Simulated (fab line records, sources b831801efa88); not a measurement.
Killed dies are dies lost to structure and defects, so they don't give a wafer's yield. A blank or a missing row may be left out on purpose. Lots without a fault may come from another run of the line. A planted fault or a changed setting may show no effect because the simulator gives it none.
A struck lot beside a sound one | flow sfq_line | 18 steps out of a route of 325
Sound: wafers L302.1, L302.2, L302.4. Struck: wafers L306.2, L306.3, L306.4. The cause comes at the end.
At each step with rows: each side's tool, then ch and its chambers, then its first start. Under that, the readings that differ: sound wafers | struck wafers | difference of the means | sigmas: that difference in standard deviations of wafers without a fault.
alike: readings whose means differ by less than 2 such deviations, and words and numbers that are the same on both sides. not compared: withheld readings, readings that some wafer has no value for, bounds like >300 that may hide the same value, and numbers for which the record gives no deviation and whose values overlap.
The two part at a step that has a row with sigmas, a row that says differs or no value, or rows on one side only. Numbers that don't overlap but have no deviation are shown without sigmas and don't part them. A reading that every wafer of one side lacks parts them only if that side has two wafers or more.

first, 2 steps without rows for these wafers: SFQ_TRILAYER_I4_VIA_STRIP_SOLV_CLEAN_108 (cleans in NMP, time 600 s); SFQ_TRILAYER_JJ_TRILAYER_DEP_PRE_CLEAN_113 (time 22.5 s).
SFQ_TRILAYER_JJ_TRILAYER_DEP_SPUTTER_109: material Nb, target thk 150 nm, time 100 s.
  sound on pvd_sputter-03, day 42 04:53; struck on pvd_sputter-03, day 44 11:55
  alike: chamber_pressure_pa, throttle_valve_pct
SFQ_TRILAYER_JJ_TRILAYER_DEP_SPUTTER_110: material Al, target thk 8 nm, time 10 s.
  sound on pvd_sputter-03, day 42 04:58; struck on pvd_sputter-03, day 44 11:59
  alike: chamber_pressure_pa, throttle_valve_pct
then, 1 step without rows for these wafers: SFQ_TRILAYER_JJ_TRILAYER_DEP_AL_OXIDATION_111 (oxidation time 600 s).
SFQ_TRILAYER_JJ_TRILAYER_DEP_SPUTTER_112: material Nb, target thk 170 nm, time 113.3 s.
  sound on pvd_sputter-03, day 42 05:59; struck on pvd_sputter-03, day 44 13:01
  alike: chamber_pressure_pa, throttle_valve_pct
SFQ_JJ_RS_MEAS_929: measures by four-point-probe.
  sound on film_metro-02, day 42 06:04; struck on film_metro-01, day 44 13:07
  alike: JJ_NB_RS
then, 4 steps without rows for these wafers: SFQ_TRILAYER_JJ_CE_LITHO_COAT_119 (resist thk 62 nm); SFQ_TRILAYER_JJ_CE_LITHO_COAT_114 (resist thk 600 nm); SFQ_TRILAYER_JJ_CE_LITHO_SOFTBAKE_118; SFQ_TRILAYER_JJ_CE_LITHO_EXPOSE_115 (exposes mask J5, target cd 700 nm).
SFQ_TRILAYER_JJ_CE_LITHO_PEB_117: peb time 60 s.
  sound on litho_track-02 ch 0, day 43 16:07; struck on litho_track-01 ch 0, day 45 14:58
then, 1 step without rows for these wafers: SFQ_TRILAYER_JJ_CE_LITHO_DEVELOP_116 (time 60 s).
SFQ_JJ_OVL_MEAS_931:
  sound on overlay-01, day 43 16:25; struck on overlay-02, day 45 15:15
  alike: J5_OVL
SFQ_TRILAYER_JJ_CE_METRO_MEASURE_117:
  sound on cd_sem-01, day 43 16:27; struck on cd_sem-01, day 45 15:29
  reading    | sound             | struck            | difference | sigmas
  cd_nm (nm) | 703.1 701.0 702.1 | 687.7 687.2 688.2 | -14.4      | -10
SFQ_TRILAYER_JJ_CE_BARC_OPEN_RIE_150: chemistry O2, target BARC, target depth 240 nm, time 80 s.
  sound on rie_metal-02 ch 0,1, day 43 17:39; struck on rie_metal-04 ch 0,1, day 45 16:29
  reading             | sound           | struck            | difference | sigmas
  model.JJ.cd_nm (nm) | 704.1 704.1 704 | 686.1 684.1 690.7 | -17.1      |
  alike: drypump_motor_current_A, oes_product_au
  not compared: rf_hours_counter_h
SFQ_TRILAYER_JJ_CE_ETCH_RIE_118: chemistry SF6, target Nb, stops on Al2O3, time 97.7 s, target depth 170 nm.
  sound on rie_metal-02 ch 0,1, day 43 17:44; struck on rie_metal-04 ch 0,1, day 45 16:34
  reading             | sound           | struck            | difference | sigmas
  model.JJ.cd_nm (nm) | 705 705.6 705.7 | 688.4 687.2 689.7 | -17.0      |
  alike: drypump_motor_current_A, oes_product_au
  not compared: rf_hours_counter_h
then, 1 step without rows for these wafers: SFQ_TRILAYER_JJ_ANODIZE_ANODIZE_119.

WHERE THEY PART
Only at SFQ_TRILAYER_JJ_CE_METRO_MEASURE_117, within this record. Later steps at which nothing parts them and some readings are alike: SFQ_TRILAYER_JJ_CE_BARC_OPEN_RIE_150, SFQ_TRILAYER_JJ_CE_ETCH_RIE_118.

WHY: what the simulator had put in
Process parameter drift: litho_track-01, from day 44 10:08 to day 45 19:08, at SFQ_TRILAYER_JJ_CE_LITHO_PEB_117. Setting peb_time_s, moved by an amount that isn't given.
